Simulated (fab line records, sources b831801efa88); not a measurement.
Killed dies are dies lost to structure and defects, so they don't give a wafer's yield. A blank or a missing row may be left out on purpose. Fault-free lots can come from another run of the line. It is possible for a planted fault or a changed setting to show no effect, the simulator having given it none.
fab line records ; flow gf180mcu
[record] lots = 24; wafers = 72; last-day = 34
route steps=602 shown VT_IMPLANT@132 DUAL_GATE@144 HV_LDD@187 SALICIDE@280 CONTACT@301 MIM@514
lots untouched by any fault: they come from a run of this same line in which no faults occurred
start-h: hours from the record's first day to the start of the lot's first wafer shown ; wait-h: hours from the lot's prior step to this one ; " the same as in the row above ; L1.1+2: a row that stands for several wafers ; - no value present, or no start provided ; * or withheld: withheld ; < > ~ a bound
route shown NAME@n: a module of which the file shows steps, and the number in the route of the first ; usual: mean/standard deviation taken from wafers without a fault ; same: alike in all rows ; chamber/n: place in a boat ; sites: readings site by site ; _std_site: the standard deviation of these ; _edge_site: mean of outer sites minus mean of inner sites ; radius-mm: for every site, how far away it sits from the centre of the wafer ; mask NAME#n: copy n ; behind: the tool/chamber that last shaped the wafer ; hold: why the lot went on hold/how many hours it stayed there/how the hold came to an end ; device: whichever transistor did not switch (one of n, p or np) ; end of line: at the end of the route, the tests of the same wafers ; a step without rows: its recipe alone ; killed: at the first sort, the dies lost to defects and structure; wafer yield is something else ; map: per-die view of a wafer (x killed, . not killed, _ where there is no die)
set.NAME: the setting the step ran with; set.NAME@STEP: the setting that earlier step ran with ; model.NAME: the simulator's own value behind a step, which no gauge read
the route's steps for a sample of lots (tables are steps, rows are wafers)
services: when a tool's chamber went out of use (start-h, in hours from the record's first day, below 0 if earlier), for how many hours, and the reason
[[steps]]
[step GF_VT_IMPLANT_STRIP_42]
[recipe] chemistry = O2/N2; power-w = 1400; pressure-mtorr = 1500; platen-temp-c = 250; o2-flow-sccm = 3000; n2-flow-sccm = 300; overash-fraction = 0.5
[usual] chamber-pressure-mTorr = 1500.1/1.3; drypump-motor-current-A = 5.8/0.47; heater-power-w = 342/46; oes-product-au = 0.716/0.0049; strip-time-to-endpoint-s = 12.61/0.033
[same] overash-fraction = 0.5
lot.wafer;tool;chamber;start-h;wait-h;chamber-pressure-mTorr;drypump-motor-current-A;heater-power-w;oes-product-au;rf-hours-counter-h;strip-time-to-endpoint-s
L074.1;plasma-asher-02;1;155.56;0.1;1502.6;6.3;414;0.709;49;12.61
L074.4;plasma-asher-02;0;155.56;0.1;1499.2;5.9;364;0.721;-;12.63
L074.6;plasma-asher-02;1;155.56;0.1;1499.5;6.3;423;0.712;-;12.70
L075.3;plasma-asher-02;0;159.78;0.1;1502.3;5.9;358;0.708;-;12.64
L075.4;plasma-asher-02;1;159.78;0.1;1499.0;6.3;410;0.720;-;12.59
L075.5;plasma-asher-02;1;159.78;0.1;1500.1;6.3;419;0.724;-;12.64
L076.3;plasma-asher-01;1;167.34;0.1;1500.5;5.1;388;0.718;-;12.55
L076.4;plasma-asher-01;0;167.34;0.1;1500.9;5.6;299;0.715;-;12.61
L076.5;plasma-asher-01;0;167.34;0.1;1497.5;5.6;296;0.726;-;12.58
L077.1;plasma-asher-02;0;176.99;0.2;1502.1;5.9;350;0.722;51;12.61
L077.3;plasma-asher-02;1;176.99;0.2;1500.0;6.3;413;0.719;-;12.59
L077.6;plasma-asher-02;0;176.99;0.2;1499.5;5.9;355;0.713;-;12.60
L078.2;plasma-asher-02;1;184.76;0.1;1500.3;6.3;410;0.718;52;12.65
L078.3;plasma-asher-02;1;184.76;0.1;1497.5;6.2;426;0.716;-;12.63
L078.6;plasma-asher-02;0;184.76;0.1;1499.5;5.9;353;0.719;-;12.59
L079.2;plasma-asher-01;1;195.69;0.1;1498.4;5.1;375;0.711;40;12.64
L079.3;plasma-asher-01;0;195.69;0.1;1498.0;5.6;310;0.715;-;12.64
L079.6;plasma-asher-01;1;195.69;0.1;1501.0;5.1;385;0.711;-;12.62
L080.1;plasma-asher-02;0;201.46;0.1;1499.1;5.9;354;0.721;53;12.56
L080.2;plasma-asher-02;1;201.46;0.1;1499.7;6.3;408;0.718;53;12.58
L080.5;plasma-asher-02;0;201.46;0.1;1499.4;5.9;357;0.710;-;12.61
L081.3;plasma-asher-02;1;205.34;0.1;1500.8;6.3;416;0.709;-;12.58
L081.4;plasma-asher-02;0;205.34;0.1;1502.1;5.9;360;0.718;-;12.61
L081.5;plasma-asher-02;0;205.34;0.1;1500.7;5.9;361;0.717;-;12.61
L082.2;plasma-asher-04;0;219.34;0.1;1497.7;5.3;309;0.722;11;12.63
L082.3;plasma-asher-04;1;219.34;0.1;1500.3;6.4;294;0.719;-;12.60
L082.4;plasma-asher-04;0;219.34;0.1;1501.2;5.3;319;0.705;-;12.60
L083.2;plasma-asher-01;1;223.50;0.1;1500.5;5.1;384;0.719;43;12.67
L083.4;plasma-asher-01;1;223.50;0.1;1497.7;5.1;376;0.710;-;12.68
L083.5;plasma-asher-01;0;223.50;0.1;1500.0;5.6;301;0.711;-;12.65
L084.2;plasma-asher-04;1;227.84;0.1;1500.7;6.4;293;0.708;11;12.57
L084.3;plasma-asher-04;1;227.84;0.1;1499.4;6.4;295;0.705;-;12.58
L084.5;plasma-asher-04;0;227.84;0.1;1499.9;5.3;318;0.717;-;12.58
L085.1;plasma-asher-01;0;233.90;0.1;1501.2;5.6;307;0.709;44;12.59
L085.2;plasma-asher-01;1;233.90;0.1;1504.2;5.1;396;0.706;44;12.58
L085.6;plasma-asher-01;1;233.90;0.1;1499.6;5.1;385;0.721;-;12.62
L086.3;plasma-asher-04;0;237.12;0.1;1500.6;5.3;317;0.723;-;12.60
L086.5;plasma-asher-04;1;237.12;0.1;1499.7;6.4;283;0.717;-;12.66
L086.6;plasma-asher-04;0;237.12;0.1;1499.5;5.3;315;0.718;-;12.59
L087.2;plasma-asher-04;1;244.79;0.1;1498.8;6.4;283;0.713;13;12.62
L087.3;plasma-asher-04;0;244.79;0.1;1499.9;5.3;316;0.721;-;12.59
L087.4;plasma-asher-04;1;244.79;0.1;1500.1;6.4;280;0.716;-;12.65
L088.1;plasma-asher-04;0;254.04;0.1;1499.6;5.3;327;0.710;14;12.62
L088.2;plasma-asher-04;1;254.04;0.1;1499.9;6.4;298;0.724;14;12.58
L088.5;plasma-asher-04;0;254.04;0.1;1500.1;5.3;325;0.714;-;12.56
L089.1;plasma-asher-04;1;257.34;0.1;1499.0;6.4;286;0.717;15;12.57
L089.4;plasma-asher-04;1;257.34;0.1;1499.0;6.4;296;0.717;-;12.60
L089.6;plasma-asher-04;1;257.34;0.1;1501.3;6.4;283;0.718;-;12.60
L090.2;plasma-asher-01;1;263.74;0.1;1501.2;5.1;385;0.718;47;12.63
L090.3;plasma-asher-01;0;263.74;0.1;1500.7;5.6;308;0.707;-;12.58
L090.6;plasma-asher-01;0;263.74;0.1;1500.2;5.6;307;0.709;-;12.62
L091.2;plasma-asher-04;0;269.75;0.1;1501.1;5.3;313;0.713;16;12.61
L091.3;plasma-asher-04;1;269.75;0.1;1500.1;6.4;289;0.721;-;12.65
L091.6;plasma-asher-04;1;269.75;0.1;1499.5;6.4;289;0.718;-;12.65
L092.1;plasma-asher-02;0;277.19;0.1;1501.6;5.9;371;0.715;60;12.60
L092.3;plasma-asher-02;0;277.19;0.1;1501.8;5.9;360;0.712;-;12.63
L092.4;plasma-asher-02;1;277.19;0.1;1502.2;6.3;422;0.725;-;12.61
L093.1;plasma-asher-01;1;285.69;0.1;1502.4;5.1;385;0.718;50;12.64
L093.3;plasma-asher-01;0;285.69;0.1;1498.0;5.6;309;0.716;-;12.60
L093.5;plasma-asher-01;1;285.69;0.1;1498.7;5.1;381;0.714;-;12.64
L094.2;plasma-asher-02;1;292.05;0.1;1500.8;6.3;426;0.715;61;12.60
L094.5;plasma-asher-02;1;292.05;0.1;1501.5;6.3;410;0.715;-;12.58
L094.6;plasma-asher-02;0;292.05;0.1;1497.8;5.9;352;0.717;-;12.59
L095.2;plasma-asher-04;1;300.44;0.1;1499.8;6.4;289;0.712;20;12.54
L095.4;plasma-asher-04;1;300.44;0.1;1501.0;6.4;286;0.718;-;12.60
L095.6;plasma-asher-04;0;300.44;0.1;1497.5;5.3;311;0.716;-;12.59
L096.2;plasma-asher-04;1;306.04;0.1;1498.8;6.4;285;0.713;20;12.66
L096.4;plasma-asher-04;0;306.04;0.1;1498.9;5.4;314;0.721;-;12.62
L096.6;plasma-asher-04;0;306.04;0.1;1501.7;5.4;325;0.718;-;12.67
L097.3;plasma-asher-04;0;313.72;0.1;1500.5;5.3;314;0.710;-;12.62
L097.5;plasma-asher-04;1;313.72;0.1;1500.1;6.4;281;0.714;-;12.65
L097.6;plasma-asher-04;0;313.72;0.1;1501.9;5.3;324;0.714;-;12.60
[step GF_DUAL_GATE_THK_MEAS_03]
[recipe] reads = SiO2_of_DUAL_GATE_OXIDATION_02
[usual] DUAL_GATE_OXIDATION_00_THK = 10.87/0.24
lot.wafer;tool;chamber;start-h;wait-h;DUAL_GATE_OXIDATION_00_THK[nm]
L074.1;film-metro-01;-;157.98;0.0;10.56
L074.4;film-metro-01;-;157.98;0.0;10.63
L074.6;film-metro-01;-;157.98;0.0;10.64
L075.3;film-metro-01;-;163.12;0.0;10.68
L075.4;film-metro-01;-;163.12;0.0;10.75
L075.5;film-metro-01;-;163.12;0.0;10.84
L076.3;film-metro-01;-;169.74;0.0;10.96
L076.4;film-metro-01;-;169.74;0.0;11.09
L076.5;film-metro-01;-;169.74;0.0;11.00
L077.1;film-metro-03;-;179.43;0.0;10.84
L077.3;film-metro-03;-;179.43;0.0;10.90
L077.6;film-metro-03;-;179.43;0.0;11.05
L078.2;film-metro-04;-;187.59;0.0;10.63
L078.3;film-metro-04;-;187.59;0.0;10.63
L078.6;film-metro-04;-;187.59;0.0;10.45
L079.2;film-metro-04;-;198.12;0.0;10.70
L079.3;film-metro-04;-;198.12;0.0;10.84
L079.6;film-metro-04;-;198.12;0.0;10.82
L080.1;film-metro-01;-;203.87;0.0;10.36
L080.2;film-metro-01;-;203.87;0.0;10.37
L080.5;film-metro-01;-;203.87;0.0;10.60
L081.3;film-metro-01;-;208.67;0.0;11.02
L081.4;film-metro-01;-;208.67;0.0;10.91
L081.5;film-metro-01;-;208.67;0.0;11.17
L082.2;film-metro-01;-;222.03;0.0;10.75
L082.3;film-metro-01;-;222.03;0.0;10.81
L082.4;film-metro-01;-;222.03;0.0;10.65
L083.2;film-metro-04;-;228.59;0.0;10.77
L083.4;film-metro-04;-;228.59;0.0;10.78
L083.5;film-metro-04;-;228.59;0.0;10.78
L084.2;film-metro-04;-;232.41;0.0;10.90
L084.3;film-metro-04;-;232.41;0.0;10.83
L084.5;film-metro-04;-;232.41;0.0;10.79
L085.1;film-metro-03;-;236.34;0.0;10.81
L085.2;film-metro-03;-;236.34;0.0;10.68
L085.6;film-metro-03;-;236.34;0.0;10.45
L086.3;film-metro-03;-;241.58;0.0;10.81
L086.5;film-metro-03;-;241.58;0.0;10.82
L086.6;film-metro-03;-;241.58;0.0;10.74
L087.2;film-metro-04;-;247.97;0.0;11.29
L087.3;film-metro-04;-;247.97;0.0;11.48
L087.4;film-metro-04;-;247.97;0.0;11.24
L088.1;film-metro-04;-;256.55;0.0;11.29
L088.2;film-metro-04;-;256.55;0.0;11.11
L088.5;film-metro-04;-;256.55;0.0;11.23
L089.1;film-metro-01;-;259.77;0.0;10.96
L089.4;film-metro-01;-;259.77;0.0;10.96
L089.6;film-metro-01;-;259.77;0.0;11.00
L090.2;film-metro-03;-;266.64;0.0;10.96
L090.3;film-metro-03;-;266.64;0.0;10.98
L090.6;film-metro-03;-;266.64;0.0;11.03
L091.2;film-metro-01;-;272.52;0.0;10.97
L091.3;film-metro-01;-;272.52;0.0;10.86
L091.6;film-metro-01;-;272.52;0.0;10.80
L092.1;film-metro-01;-;279.62;0.0;10.73
L092.3;film-metro-01;-;279.62;0.0;10.63
L092.4;film-metro-01;-;279.62;0.0;10.73
L093.1;film-metro-01;-;288.93;0.0;10.97
L093.3;film-metro-01;-;288.93;0.0;10.90
L093.5;film-metro-01;-;288.93;0.0;11.10
L094.2;film-metro-04;-;294.48;0.0;11.09
L094.5;film-metro-04;-;294.48;0.0;11.09
L094.6;film-metro-04;-;294.48;0.0;11.07
L095.2;film-metro-01;-;305.41;0.0;11.32
L095.4;film-metro-01;-;305.41;0.0;11.07
L095.6;film-metro-01;-;305.41;0.0;11.09
L096.2;film-metro-03;-;308.47;0.0;11.26
L096.4;film-metro-03;-;308.47;0.0;11.28
L096.6;film-metro-03;-;308.47;0.0;11.30
L097.3;film-metro-03;-;316.13;0.0;10.56
L097.5;film-metro-03;-;316.13;0.0;10.81
L097.6;film-metro-03;-;316.13;0.0;10.66
[step GF_HV_LDD_TW_MEAS_11]
[usual] HV_LDD_TW = 2390/49
lot.wafer;tool;chamber;start-h;wait-h;HV_LDD_TW
L074.1;film-metro-03;-;213.56;0.1;2351
L074.4;film-metro-03;-;213.56;0.1;2348
L074.6;film-metro-03;-;213.56;0.1;2356
L075.3;film-metro-02;-;219.88;0.1;2439
L075.4;film-metro-02;-;219.88;0.1;2445
L075.5;film-metro-02;-;219.88;0.1;2443
L076.3;film-metro-02;-;227.78;0.1;2430
L076.4;film-metro-02;-;227.78;0.1;2434
L076.5;film-metro-02;-;227.78;0.1;2433
L077.1;film-metro-02;-;239.01;0.1;2445
L077.3;film-metro-02;-;239.01;0.1;2442
L077.6;film-metro-02;-;239.01;0.1;2441
L078.2;film-metro-03;-;248.24;0.1;2339
L078.3;film-metro-03;-;248.24;0.1;2312
L078.6;film-metro-03;-;248.24;0.1;2327
L079.2;film-metro-02;-;259.07;0.1;2426
L079.3;film-metro-02;-;259.07;0.1;2422
L079.6;film-metro-02;-;259.07;0.1;2428
L080.1;film-metro-02;-;264.78;0.1;2419
L080.2;film-metro-02;-;264.78;0.1;2426
L080.5;film-metro-02;-;264.78;0.1;2431
L081.3;film-metro-03;-;270.60;0.1;2345
L081.4;film-metro-03;-;270.60;0.1;2339
L081.5;film-metro-03;-;270.60;0.1;2346
L082.2;film-metro-01;-;284.04;0.1;2366
L082.3;film-metro-01;-;284.04;0.1;2375
L082.4;film-metro-01;-;284.04;0.1;2366
L083.2;film-metro-03;-;290.92;0.1;2332
L083.4;film-metro-03;-;290.92;0.1;2340
L083.5;film-metro-03;-;290.92;0.1;2338
L084.2;film-metro-03;-;295.12;0.1;2325
L084.3;film-metro-03;-;295.12;0.1;2320
L084.5;film-metro-03;-;295.12;0.1;2331
L085.1;film-metro-02;-;297.73;0.1;2437
L085.2;film-metro-02;-;297.73;0.1;2429
L085.6;film-metro-02;-;297.73;0.1;2430
L086.3;film-metro-01;-;304.43;0.1;2352
L086.5;film-metro-01;-;304.43;0.1;2340
L086.6;film-metro-01;-;304.43;0.1;2342
L087.2;film-metro-02;-;311.52;0.1;2442
L087.3;film-metro-02;-;311.52;0.1;2442
L087.4;film-metro-02;-;311.52;0.1;2445
L088.1;film-metro-03;-;322.11;0.1;2338
L088.2;film-metro-03;-;322.11;0.1;2335
L088.5;film-metro-03;-;322.11;0.1;2345
L089.1;film-metro-01;-;327.71;0.1;2377
L089.4;film-metro-01;-;327.71;0.1;2355
L089.6;film-metro-01;-;327.71;0.1;2361
L090.2;film-metro-03;-;333.62;0.1;2334
L090.3;film-metro-03;-;333.62;0.1;2341
L090.6;film-metro-03;-;333.62;0.1;2333
L091.2;film-metro-02;-;340.02;0.1;2441
L091.3;film-metro-02;-;340.02;0.1;2434
L091.6;film-metro-02;-;340.02;0.1;2440
L092.1;film-metro-02;-;346.78;0.1;2457
L092.3;film-metro-02;-;346.78;0.1;2439
L092.4;film-metro-02;-;346.78;0.1;2449
L093.1;film-metro-03;-;356.48;0.1;2339
L093.3;film-metro-03;-;356.48;0.1;2344
L093.5;film-metro-03;-;356.48;0.1;2330
L094.2;film-metro-02;-;362.82;0.1;2440
L094.5;film-metro-02;-;362.82;0.1;2448
L094.6;film-metro-02;-;362.82;0.1;2435
L095.2;film-metro-02;-;376.67;0.1;2431
L095.4;film-metro-02;-;376.67;0.1;2440
L095.6;film-metro-02;-;376.67;0.1;2437
L096.2;film-metro-03;-;380.72;0.1;2340
L096.4;film-metro-03;-;380.72;0.1;2345
L096.6;film-metro-03;-;380.72;0.1;2332
L097.3;film-metro-02;-;387.58;0.1;2459
L097.5;film-metro-02;-;387.58;0.1;2463
L097.6;film-metro-02;-;387.58;0.1;2445
[step GF_SALICIDE_SPUTTER_02]
[recipe] material = Co; target-thk-nm = 10; power-w = 1000; time-s = 20; chamber-pressure-pa = 0.4
[usual] throttle-valve-pct = 30.3/0.86
lot.wafer;tool;chamber;start-h;wait-h;throttle-valve-pct
L074.1;pvd-sputter-04;-;333.77;0.0;30.1
L074.4;pvd-sputter-04;-;333.77;0.0;30.8
L074.6;pvd-sputter-04;-;333.77;0.0;31.1
L075.3;pvd-sputter-03;-;343.33;0.0;30.6
L075.4;pvd-sputter-03;-;343.33;0.0;29.8
L075.5;pvd-sputter-03;-;343.33;0.0;28.9
L076.3;pvd-sputter-03;-;353.26;0.0;29.1
L076.4;pvd-sputter-03;-;353.26;0.0;29.9
L076.5;pvd-sputter-03;-;353.26;0.0;29.1
L077.1;pvd-sputter-01;-;365.37;0.0;29.4
L077.3;pvd-sputter-01;-;365.37;0.0;29.0
L077.6;pvd-sputter-01;-;365.37;0.0;29.7
L078.2;pvd-sputter-01;-;374.46;0.0;30.0
L078.3;pvd-sputter-01;-;374.46;0.0;29.3
L078.6;pvd-sputter-01;-;374.46;0.0;29.4
L079.2;pvd-sputter-04;-;389.51;0.0;30.9
L079.3;pvd-sputter-04;-;389.51;0.0;31.5
L079.6;pvd-sputter-04;-;389.51;0.0;30.8
L080.1;pvd-sputter-03;-;397.92;0.0;29.9
L080.2;pvd-sputter-03;-;397.92;0.0;30.8
L080.5;pvd-sputter-03;-;397.92;0.0;29.1
L081.3;pvd-sputter-04;-;405.42;0.0;31.1
L081.4;pvd-sputter-04;-;405.42;0.0;30.8
L081.5;pvd-sputter-04;-;405.42;0.0;30.0
L082.2;pvd-sputter-01;-;421.81;0.0;29.5
L082.3;pvd-sputter-01;-;421.81;0.0;31.8
L082.4;pvd-sputter-01;-;421.81;0.0;30.5
L083.2;pvd-sputter-04;-;430.13;0.0;30.9
L083.4;pvd-sputter-04;-;430.13;0.0;30.0
L083.5;pvd-sputter-04;-;430.13;0.0;30.9
L084.2;pvd-sputter-01;-;431.38;0.0;30.2
L084.3;pvd-sputter-01;-;431.38;0.0;29.3
L084.5;pvd-sputter-01;-;431.38;0.0;29.2
L085.1;pvd-sputter-03;-;435.91;0.0;29.8
L085.2;pvd-sputter-03;-;435.91;0.0;28.9
L085.6;pvd-sputter-03;-;435.91;0.0;29.9
L086.3;pvd-sputter-04;-;444.34;0.0;30.7
L086.5;pvd-sputter-04;-;444.34;0.0;30.3
L086.6;pvd-sputter-04;-;444.34;0.0;31.0
L087.2;pvd-sputter-01;-;453.65;0.0;29.7
L087.3;pvd-sputter-01;-;453.65;0.0;29.4
L087.4;pvd-sputter-01;-;453.65;0.0;31.7
L088.1;pvd-sputter-04;-;466.71;0.0;29.9
L088.2;pvd-sputter-04;-;466.71;0.0;30.8
L088.5;pvd-sputter-04;-;466.71;0.0;30.7
L089.1;pvd-sputter-03;-;471.72;0.0;30.6
L089.4;pvd-sputter-03;-;471.72;0.0;29.1
L089.6;pvd-sputter-03;-;471.72;0.0;30.0
L090.2;pvd-sputter-03;-;477.88;0.0;29.7
L090.3;pvd-sputter-03;-;477.88;0.0;30.1
L090.6;pvd-sputter-03;-;477.88;0.0;30.5
L091.2;pvd-sputter-01;-;485.01;0.0;30.2
L091.3;pvd-sputter-01;-;485.01;0.0;29.4
L091.6;pvd-sputter-01;-;485.01;0.0;29.4
L092.1;pvd-sputter-01;-;494.80;0.0;29.1
L092.3;pvd-sputter-01;-;494.80;0.0;31.9
L092.4;pvd-sputter-01;-;494.80;0.0;29.1
L093.1;pvd-sputter-04;-;503.17;0.0;29.8
L093.3;pvd-sputter-04;-;503.17;0.0;30.9
L093.5;pvd-sputter-04;-;503.17;0.0;31.0
L094.2;pvd-sputter-01;-;508.90;0.0;29.3
L094.5;pvd-sputter-01;-;508.90;0.0;30.5
L094.6;pvd-sputter-01;-;508.90;0.0;31.9
L095.2;pvd-sputter-03;-;525.71;0.0;30.0
L095.4;pvd-sputter-03;-;525.71;0.0;30.1
L095.6;pvd-sputter-03;-;525.71;0.0;29.8
L096.2;pvd-sputter-03;-;530.90;0.0;30.1
L096.4;pvd-sputter-03;-;530.90;0.0;29.3
L096.6;pvd-sputter-03;-;530.90;0.0;29.8
L097.3;pvd-sputter-01;-;535.80;0.0;31.9
L097.5;pvd-sputter-01;-;535.80;0.0;29.7
L097.6;pvd-sputter-01;-;535.80;0.0;29.4
[step GF_CONTACT_CD_MEAS_14]
[recipe] target-cd-nm = 220
[usual] cd-nm = 219.6/1.5
lot.wafer;tool;chamber;start-h;wait-h;cd-nm
L074.1;cd-sem-01;-;356.71;0.1;219.6
L074.4;cd-sem-01;-;356.71;0.1;219.0
L074.6;cd-sem-01;-;356.71;0.1;220.4
L075.3;cd-sem-01;-;366.49;0.1;220.0
L075.4;cd-sem-01;-;366.49;0.1;218.3
L075.5;cd-sem-01;-;366.49;0.1;219.2
L076.3;cd-sem-02;-;376.25;0.1;219.0
L076.4;cd-sem-02;-;376.25;0.1;221.3
L076.5;cd-sem-02;-;376.25;0.1;220.2
L077.1;cd-sem-02;-;389.32;0.1;220.0
L077.3;cd-sem-02;-;389.32;0.1;218.6
L077.6;cd-sem-02;-;389.32;0.1;220.9
L078.2;cd-sem-02;-;399.11;0.2;218.0
L078.3;cd-sem-02;-;399.11;0.2;215.9
L078.6;cd-sem-02;-;399.11;0.2;218.5
L079.2;cd-sem-02;-;413.93;0.1;220.4
L079.3;cd-sem-02;-;413.93;0.1;218.7
L079.6;cd-sem-02;-;413.93;0.1;219.6
L080.1;cd-sem-02;-;423.40;0.1;219.7
L080.2;cd-sem-02;-;423.40;0.1;222.2
L080.5;cd-sem-02;-;423.40;0.1;220.2
L081.3;cd-sem-01;-;430.99;0.1;215.3
L081.4;cd-sem-01;-;430.99;0.1;217.0
L081.5;cd-sem-01;-;430.99;0.1;215.9
L082.2;cd-sem-01;-;447.37;0.1;219.6
L082.3;cd-sem-01;-;447.37;0.1;219.9
L082.4;cd-sem-01;-;447.37;0.1;218.0
L083.2;cd-sem-02;-;456.07;0.1;219.1
L083.4;cd-sem-02;-;456.07;0.1;218.7
L083.5;cd-sem-02;-;456.07;0.1;217.6
L084.2;cd-sem-02;-;456.42;0.1;220.4
L084.3;cd-sem-02;-;456.42;0.1;218.5
L084.5;cd-sem-02;-;456.42;0.1;220.7
L085.1;cd-sem-01;-;461.87;0.1;218.6
L085.2;cd-sem-01;-;461.87;0.1;217.8
L085.6;cd-sem-01;-;461.87;0.1;218.0
L086.3;cd-sem-02;-;469.61;0.1;219.6
L086.5;cd-sem-02;-;469.61;0.1;217.5
L086.6;cd-sem-02;-;469.61;0.1;218.8
L087.2;cd-sem-02;-;478.77;0.1;221.4
L087.3;cd-sem-02;-;478.77;0.1;221.2
L087.4;cd-sem-02;-;478.77;0.1;219.6
L088.1;cd-sem-01;-;491.67;0.1;220.7
L088.2;cd-sem-01;-;491.67;0.1;221.8
L088.5;cd-sem-01;-;491.67;0.1;220.6
L089.1;cd-sem-02;-;497.10;0.1;222.4
L089.4;cd-sem-02;-;497.10;0.1;223.3
L089.6;cd-sem-02;-;497.10;0.1;222.4
L090.2;cd-sem-02;-;502.87;0.1;219.7
L090.3;cd-sem-02;-;502.87;0.1;218.9
L090.6;cd-sem-02;-;502.87;0.1;219.6
L091.2;cd-sem-02;-;510.17;0.1;219.7
L091.3;cd-sem-02;-;510.17;0.1;220.9
L091.6;cd-sem-02;-;510.17;0.1;222.5
L092.1;cd-sem-02;-;519.33;0.2;219.4
L092.3;cd-sem-02;-;519.33;0.2;220.3
L092.4;cd-sem-02;-;519.33;0.2;218.7
L093.1;cd-sem-02;-;528.70;1.2;219.6
L093.3;cd-sem-02;-;528.70;1.2;220.7
L093.5;cd-sem-02;-;528.70;1.2;220.0
L094.2;cd-sem-02;-;533.24;0.2;219.3
L094.5;cd-sem-02;-;533.24;0.2;219.6
L094.6;cd-sem-02;-;533.24;0.2;219.9
L095.2;cd-sem-02;-;549.70;0.1;220.7
L095.4;cd-sem-02;-;549.70;0.1;219.1
L095.6;cd-sem-02;-;549.70;0.1;219.9
L096.2;cd-sem-02;-;554.37;0.1;219.0
L096.4;cd-sem-02;-;554.37;0.1;218.0
L096.6;cd-sem-02;-;554.37;0.1;218.8
L097.3;cd-sem-02;-;559.94;0.1;217.9
L097.5;cd-sem-02;-;559.94;0.1;220.6
L097.6;cd-sem-02;-;559.94;0.1;220.7
[step GF_MIM_THK_MEAS_11]
[recipe] thk-meas-gauge = xrf; reads = AlCu_of_MIM_SPUTTER_08
[usual] MIM_ALCU_THK = 202.0/2.2
lot.wafer;tool;chamber;start-h;wait-h;MIM_ALCU_THK[nm]
L074.1;film-metro-03;-;558.83;0.1;199.9
L074.4;film-metro-03;-;558.83;0.1;200.5
L074.6;film-metro-03;-;558.83;0.1;200.5
L075.3;film-metro-04;-;568.68;0.1;204.1
L075.4;film-metro-04;-;568.68;0.1;203.0
L075.5;film-metro-04;-;568.68;0.1;203.1
L076.3;film-metro-02;-;577.85;0.1;203.7
L076.4;film-metro-02;-;577.85;0.1;204.1
L076.5;film-metro-02;-;577.85;0.1;203.3
L077.1;film-metro-03;-;589.61;0.1;201.5
L077.3;film-metro-03;-;589.61;0.1;203.3
L077.6;film-metro-03;-;589.61;0.1;201.4
L078.2;film-metro-04;-;600.52;0.1;206.8
L078.3;film-metro-04;-;600.52;0.1;203.1
L078.6;film-metro-04;-;600.52;0.1;206.9
L079.2;film-metro-02;-;610.85;0.1;202.8
L079.3;film-metro-02;-;610.85;0.1;202.5
L079.6;film-metro-02;-;610.85;0.1;203.9
L080.1;film-metro-02;-;621.16;0.1;204.1
L080.2;film-metro-02;-;621.16;0.1;200.3
L080.5;film-metro-02;-;621.16;0.1;200.3
L081.3;film-metro-04;-;626.98;0.1;204.4
L081.4;film-metro-04;-;626.98;0.1;204.8
L081.5;film-metro-04;-;626.98;0.1;204.1
L082.2;film-metro-04;-;641.87;0.1;199.8
L082.3;film-metro-04;-;641.87;0.1;199.6
L082.4;film-metro-04;-;641.87;0.1;200.0
L083.2;film-metro-04;-;648.18;0.1;198.8
L083.4;film-metro-04;-;648.18;0.1;199.9
L083.5;film-metro-04;-;648.18;0.1;199.8
L084.2;film-metro-04;-;648.67;0.1;199.5
L084.3;film-metro-04;-;648.67;0.1;200.5
L084.5;film-metro-04;-;648.67;0.1;199.4
L085.1;film-metro-02;-;652.26;0.1;204.6
L085.2;film-metro-02;-;652.26;0.1;205.9
L085.6;film-metro-02;-;652.26;0.1;204.2
L086.3;film-metro-03;-;658.56;0.1;201.8
L086.5;film-metro-03;-;658.56;0.1;201.2
L086.6;film-metro-03;-;658.56;0.1;201.0
L087.2;film-metro-03;-;667.49;0.1;200.3
L087.3;film-metro-03;-;667.49;0.1;201.8
L087.4;film-metro-03;-;667.49;0.1;199.4
L088.1;film-metro-03;-;676.04;0.1;201.3
L088.2;film-metro-03;-;676.04;0.1;201.3
L088.5;film-metro-03;-;676.04;0.1;199.3
L089.1;film-metro-04;-;682.93;0.1;203.6
L089.4;film-metro-04;-;682.93;0.1;203.6
L089.6;film-metro-04;-;682.93;0.1;204.5
L090.2;film-metro-03;-;687.30;0.1;201.8
L090.3;film-metro-03;-;687.30;0.1;202.2
L090.6;film-metro-03;-;687.30;0.1;202.7
L091.2;film-metro-02;-;691.42;0.1;203.2
L091.3;film-metro-02;-;691.42;0.1;202.8
L091.6;film-metro-02;-;691.42;0.1;204.1
L092.1;film-metro-04;-;698.01;0.1;202.9
L092.3;film-metro-04;-;698.01;0.1;201.9
L092.4;film-metro-04;-;698.01;0.1;202.5
L093.1;film-metro-03;-;707.44;0.1;197.9
L093.3;film-metro-03;-;707.44;0.1;201.1
L093.5;film-metro-03;-;707.44;0.1;197.4
L094.2;film-metro-02;-;712.65;0.1;206.2
L094.5;film-metro-02;-;712.65;0.1;205.4
L094.6;film-metro-02;-;712.65;0.1;203.9
L096.2;film-metro-03;-;728.98;0.1;200.8
L096.4;film-metro-03;-;728.98;0.1;201.7
L096.6;film-metro-03;-;728.98;0.1;202.5
L095.2;film-metro-02;-;729.56;0.1;199.8
L095.4;film-metro-02;-;729.56;0.1;200.8
L095.6;film-metro-02;-;729.56;0.1;201.2
L097.3;film-metro-03;-;731.90;0.1;201.3
L097.5;film-metro-03;-;731.90;0.1;200.6
L097.6;film-metro-03;-;731.90;0.1;201.6
[[services]]
tool;chamber;start-h;hours;kind
pvd-sputter-01;-;134.04;2.7;repair
pvd-sputter-03;-;160.97;3.3;repair
pvd-sputter-04;-;185.89;3.5;repair
plasma-asher-01;-;191.60;0.4;repair
plasma-asher-02;-;227.27;2.8;pm
pvd-sputter-01;1;240.85;-;consumable-replace:kit
pvd-sputter-01;1;240.85;18.0;scheduled-down
pvd-sputter-01;1;240.85;18.0;vent-cycle
pvd-sputter-01;-;251.53;1.2;repair
plasma-asher-02;-;256.06;10.7;repair
plasma-asher-01;-;272.03;0.4;repair
pvd-sputter-03;-;292.01;21.4;repair
pvd-sputter-01;-;292.63;17.8;repair
pvd-sputter-03;-;318.77;1.8;repair
plasma-asher-04;-;341.75;2.7;repair
pvd-sputter-04;-;343.75;2.1;repair
pvd-sputter-01;0;395.33;-;consumable-replace:kit
pvd-sputter-03;-;414.32;0.8;repair
plasma-asher-02;-;421.25;9.0;pm
plasma-asher-04;-;426.68;7.7;pm
plasma-asher-02;-;451.18;2.3;repair
pvd-sputter-03;-;457.82;5.1;repair
plasma-asher-04;-;500.19;4.2;repair
plasma-asher-01;-;524.67;4.0;pm
[[key]]
fault none
